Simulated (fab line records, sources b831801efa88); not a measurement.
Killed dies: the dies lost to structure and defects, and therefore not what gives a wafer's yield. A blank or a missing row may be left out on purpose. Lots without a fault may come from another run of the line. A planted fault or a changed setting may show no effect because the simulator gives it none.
One fault through the eyes of 2 desks :: flow gf180mcu :: every desk sees just its own numbers, and what lay behind them comes last

## THE TOOL OWNER'S DESK: hdpcvd-01
The tool's own readings at GF_STI_CVD_23 (deposits SiO2, target thk 650 nm, time 108.3 s): means of the sampled wafers that have a number, for each lot that ran on this tool. Any lot whose mean is over 4 standard deviations away from the usual mean is out of limits and marked OUT; that distance is given in the brackets.
Columns: A = pressure-mtorr at GF_STI_CVD_23, usual 6.000 mTorr; B = sih4-flow-sccm at GF_STI_CVD_23, usual 60.00 sccm
lot: L314
first seen here: day 2 11:16
A: 6.004
B: 59.86

lot: L316
first seen here: day 2 18:45
A: 5.992
B: 59.92

lot: L317
first seen here: day 3 00:20
A: 5.997
B: 59.85

lot: L318
first seen here: day 3 05:45
A: 5.998
B: 59.84

lot: L326
first seen here: day 4 23:02
A: 5.996
B: 48.17 (-70) OUT

lot: L327
first seen here: day 5 03:03
A: 6.001
B: 47.91 (-71) OUT
Finding of this desk: L326, L327 out of limits; the first was L326 at day 4 23:02, on sih4-flow-sccm at GF_STI_CVD_23. L314, L316, L317, L318 stayed within limits.

## METROLOGY DESK
What the gauges read, lot by lot, whatever tool the lot ran on: means of the sampled wafers that have a number. Any lot whose mean is over 4 standard deviations away from the usual mean is out of limits and marked OUT; that distance is given in the brackets.
Columns: A = STI_CVD_23_THK at GF_STI_THK_MEAS_24, usual 647 nm; B = LVPWELL_TW at GF_LVPWELL_TW_MEAS_11, usual 555.0
lot: L314
first seen here: day 2 11:20
A: 642
B: 555.4

lot: L316
first seen here: day 2 18:50
A: 645
B: 554.6

lot: L317
first seen here: day 3 00:24
A: 643
B: 555.0

lot: L318
first seen here: day 3 05:50
A: 647
B: 558.9

lot: L326
first seen here: day 4 23:07
A: 515 (-20) OUT
B: 559.1

lot: L327
first seen here: day 5 03:08
A: 515 (-20) OUT
B: 556.4

lot: L328
first seen here: day 5 08:16
A: 650
B: 555.7

lot: L333
first seen here: day 6 12:20
A: 649
B: 553.8

lot: L334
first seen here: day 6 15:13
A: 656
B: 553.7

lot: L335
first seen here: day 6 21:11
A: 653
B: 557.3

lot: L336
first seen here: day 7 03:47
A: 646
B: 558.0
Per this desk, out of limits: L326, L327; the first was L326, day 4 23:07 (STI_CVD_23_THK at GF_STI_THK_MEAS_24). L314, L316, L317, L318, L328, L333, L334, L335, L336 stayed within limits.

## PUT TOGETHER
On L326, L327, at day 4 23:02, an alarm was possible from the tool owner's desk.
An alarm was possible from the metrology desk at day 4 23:07, on L326, L327.
On hdpcvd-01, each named lot ran GF_STI_CVD_23.

## WHAT WAS PUT IN BY THE SIMULATOR
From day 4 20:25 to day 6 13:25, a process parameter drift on hdpcvd-01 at GF_STI_CVD_23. The setting sih4-flow-sccm was moved by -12, starting from 60. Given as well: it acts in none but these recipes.
Lots struck among those shown: L326, L327.
Delay (hours) between the fault's onset and each desk's first out-of-limits reading: 3 at the tool owner's desk, 3 at the metrology desk.
